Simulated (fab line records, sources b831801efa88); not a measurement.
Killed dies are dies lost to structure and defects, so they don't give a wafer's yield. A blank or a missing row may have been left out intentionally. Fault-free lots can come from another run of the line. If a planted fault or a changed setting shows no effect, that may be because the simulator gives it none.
2 desks, one fault    flow gf180mcu    only its own numbers are on each desk; what lay behind them is given at the end
Where a reading is given only as a bound, like >300, the bound stands for it, and a mean or a difference that rests on one is marked > or <: the true number lies beyond.

## THE METROLOGY DESK
Means of the sampled wafers that have a number, per lot and without regard to the tool the lot ran on: this is what the gauges read. A lot is out of limits, marked OUT, if its mean lies more than 4 standard deviations from the usual mean; the brackets give that distance.
Columns: A = V4_W_RS at GF_V4_RS_MEAS_24, usual 0.327 ohm/sq; B = V4_W_THK at GF_V4_THK_MEAS_25, usual 346 nm
lot   first seen here  A                         B
L988  day 24 12:54     0.331                     342
L990  day 25 06:34     0.328                     342
L991  day 25 17:36     0.329                     346
L993  day 26 05:45     0.325                     347
L994  day 26 11:20     0.328                     346
L996  day 27 04:53     0.327                     345
L998  day 27 20:22     0.325                     347
L997  day 27 22:26     0.325                     350
L100  day 28 13:27     0.330                     340
L101  day 28 13:50     0.330                     341
L102  day 29 00:33     43.734 (+99 or more) OUT  <0 (<-91) OUT
L103  day 29 08:55     44.235 (+99 or more) OUT  <0 (<-91) OUT
L106  day 30 01:50     0.326                     348
L111  day 31 09:54     0.328                     343
Finding of this desk: L102, L103 out of limits, first seen on L102 at day 29 00:33 (V4_W_RS at GF_V4_RS_MEAS_24). In limits: L988, L990, L991, L993, L994, L996, L998, L997, L100, L101, L106, L111.

## TOOL OWNER'S DESK, cvd_w-01
The tool's own readings at GF_V4_CVD_23 (deposits W, target thk 350 nm, time 104.9 s): means of the sampled wafers that have a number, for each lot that ran on this tool. A lot is out of limits, marked OUT, if its mean lies more than 4 standard deviations from the usual mean; the brackets give that distance.
Columns: A = chamber_pressure_Torr at GF_V4_CVD_23, usual 40.00 Torr; B = heater_power_outer_w at GF_V4_CVD_23, usual 563 W; C = heater_power_w at GF_V4_CVD_23, usual 889 W
lot   first seen here  A      B    C
L988  day 24 12:46     40.06  584  915
L990  day 25 06:25     39.88  559  871
L991  day 25 17:26     39.99  562  869
L996  day 27 04:46     39.98  580  916
L101  day 28 13:44     39.94  561  883
L106  day 30 01:44     40.09  562  878
L111  day 31 09:46     39.97  569  877
Finding of this desk: none of the 7 lots has anything out of limits.

## TAKEN TOGETHER
An alarm was possible from the metrology desk at day 29 00:33, on L102, L103.
The desk of the tool owner found nothing out of limits.
The tool owner's desk has no number on record for L102, L103.
All the named lots went through GF_V4_CVD_23 on cvd_w-01.

## WHAT THE SIMULATOR HAD PUT IN
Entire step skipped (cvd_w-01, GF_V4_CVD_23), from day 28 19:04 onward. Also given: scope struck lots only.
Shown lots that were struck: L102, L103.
Per desk, hours elapsed from the start of the fault to the first reading out of limits: for the metrology desk, 5.
